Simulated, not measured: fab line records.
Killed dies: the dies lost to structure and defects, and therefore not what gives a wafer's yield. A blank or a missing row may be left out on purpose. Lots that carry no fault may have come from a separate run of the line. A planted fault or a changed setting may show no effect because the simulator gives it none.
Problem report, 8D (eight disciplines) form, completed by code || flow sfq_line || the parts of the form that need people (team, actions taken, sign-off) are left out

1. THE ISSUE
Mean I5_OVL at SFQ_I5_OVL_MEAS_936: 144 nm over 12 wafers in 4 lots; fault-free wafers: -1 nm, standard deviation 4.9. Measured from the usual mean, that is +30 standard deviations.
First seen on wafer L442.1, day 71 14:36, on overlay-01. At this step, 48 wafers from 16 lots have a number in the record. The rule behind "out" and "out of limits": a value lying over 4 standard deviations away from the usual mean. The rest of the wafers with a number are treated as sound.

2. WHAT THIS IS AND IS NOT
{"question": "which readings at this step", "is": "I5_OVL", "is not": "-"}
{"question": "which lots", "is": "L442, L443, L444, L445", "is not": "L434, L435, L436, L437, L438, L439, L440, L441, L452, L453, L454, L455"}
{"question": "which wafers of those lots", "is": "all that have a number", "is not": "-"}
{"question": "read on which gauges", "is": "overlay-01, overlay-02", "is not": "-"}
{"question": "when", "is": "from day 71 14:36", "is not": "up to then (24 sound wafers); but 12 sound wafers of L452, L453, L454, L455 came after"}

3. SUSPECTS, AND WHAT RULES EACH OUT
Counting: a tool at a process step up to the reading stays a suspect if it ran every lot that is out and no sound lot after the first of them.
- the gauge at SFQ_I5_OVL_MEAS_936 is ruled out. The wafers that are out were read on 2 gauges (overlay-01, overlay-02).
- krf_scanner-02 at SFQ_TRILAYER_I5_LITHO_EXPOSE_145 (exposes mask I5, target cd 700 nm): kept. It ran every lot that is out, first L442 (day 71 13:06), and no sound lot after that; its last sound lot up to then is L441 (day 71 04:42).
Left after counting: krf_scanner-02 at SFQ_TRILAYER_I5_LITHO_EXPOSE_145.

4. THE CAUSE (what the simulator had put in)
Scanner matching overlay: krf_scanner-02, from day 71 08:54 on, at SFQ_TRILAYER_I5_LITHO_EXPOSE_145. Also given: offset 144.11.
Counting left only this tool.

5. THE EFFECT CHAIN, in route order
Rows list readings where the struck wafers' mean (over those with a number) sits beyond 3 standard deviations from the usual. Readings are gone through only where the record gives a usual standard deviation; hours: the median, over the lots, of the time from a lot's start at the first step in this table giving one to that lot's start at this step; sigmas: the change measured in usual standard deviations.
{"hours": 0, "step": "SFQ_I5_OVL_MEAS_936", "reading": "I5_OVL", "usual": "-1 nm", "on struck wafers": 144, "change": "+145", "sigmas": "+30"}

6. HOW IT WOULD HAVE BEEN CAUGHT EARLIER
6 hours passed between the start of the fault at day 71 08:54 and the first reading out of limits at a measuring or inspecting step in this record, taken at day 71 14:36.
Lots out: 4; of these, L443, L445, L444 started SFQ_TRILAYER_I5_LITHO_EXPOSE_145 on krf_scanner-02 after day 71 14:36. A hold on the tool at that time would have spared those 3.
